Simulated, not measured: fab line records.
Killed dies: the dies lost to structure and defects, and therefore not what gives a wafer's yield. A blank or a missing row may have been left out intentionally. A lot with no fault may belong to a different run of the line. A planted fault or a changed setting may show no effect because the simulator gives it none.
The tool behind it: which one? + flow sky130 + 6 lots with 18 wafers sampled at 4 steps, on a route of 708 steps

WHAT THE GAUGES SHOWED, per wafer
SKY_VIA3_THK_MEAS_01.
| lot  | measured     | on           | VIA3_HDPCVD_THK (nm) |
|------|--------------|--------------|----------------------|
| L851 | day 39 09:28 | filmMetro-04 | 1625 1621 1635       |
| L855 | day 40 18:43 | filmMetro-01 | 1608 1637 1615       |
| L861 | day 42 10:02 | filmMetro-04 | 3299 3247 3280       |
| L867 | day 43 18:11 | filmMetro-04 | 1643 1642 1621       |
| L868 | day 43 22:25 | filmMetro-04 | 1628 1630 1624       |
| L872 | day 45 10:58 | filmMetro-03 | 1661 1625 1618       |

WHAT TOOL EACH LOT RAN ON (gives the tool, then ch and the chambers of the sampled wafers, and finally the start)
| lot  | SKY_METAL3_SPUTTER_00       | SKY_METAL3_SPUTTER_01       | SKY_VIA3_HDPCVD_00               |
|------|-----------------------------|-----------------------------|----------------------------------|
| L851 | pvdSputter-02, day 37 02:59 | pvdSputter-02, day 37 03:01 | hdpcvd-02 ch 1,2, day 39 09:17   |
| L855 | pvdSputter-01, day 38 14:35 | pvdSputter-01, day 38 14:37 | hdpcvd-01 ch 0,1,2, day 40 18:33 |
| L861 | pvdSputter-02, day 40 08:54 | pvdSputter-02, day 40 08:55 | hdpcvd-01 ch 0,1,2, day 42 09:32 |
| L867 | pvdSputter-01, day 41 17:11 | pvdSputter-01, day 41 17:13 | hdpcvd-02 ch 0,1,2, day 43 18:01 |
| L868 | pvdSputter-02, day 41 21:08 | pvdSputter-02, day 41 21:09 | hdpcvd-02 ch 0,2, day 43 22:14   |
| L872 | pvdSputter-02, day 43 12:42 | pvdSputter-02, day 43 12:43 | hdpcvd-01 ch 0,1, day 45 10:47   |
- SKY_METAL3_SPUTTER_00: material Ti, target thk 15 nm, time 10 s.
- SKY_METAL3_SPUTTER_01: material TiN, target thk 20 nm, time 16.7 s.
- SKY_VIA3_HDPCVD_00: deposits SiO2, target thk 1635 nm, time 272.5 s.

THE ANSWER, worked out from the rows above alone
Rule: usual is defined by the lots themselves. The widest of any qualifying gaps counts: lots, ordered by their means at a reading, are off when they make up no more than a third of the lots, leave a main group of 4 or more, and stand apart from it by 3 or more times the standard deviation of that group's means. A main group is skipped when, at the precision printed for the reading in the tables above, its means are all equal. Also off: a lot with no number at a reading for which 4 or more lots have one. Where the step has rows for the other lots, those lots are counted as sound.
Off: L861, seen at SKY_VIA3_THK_MEAS_01 (VIA3_HDPCVD_THK). The main group: mean 1629 nm, standard deviation 5.7.
A tool fits if, at a process step before that reading, it ran every lot that is off, and no sound lot after the first of them. Gauges at SKY_VIA3_THK_MEAS_01: tried the same way as those tools. Of those tried, none fits.

WHAT WAS PUT IN BY THE SIMULATOR
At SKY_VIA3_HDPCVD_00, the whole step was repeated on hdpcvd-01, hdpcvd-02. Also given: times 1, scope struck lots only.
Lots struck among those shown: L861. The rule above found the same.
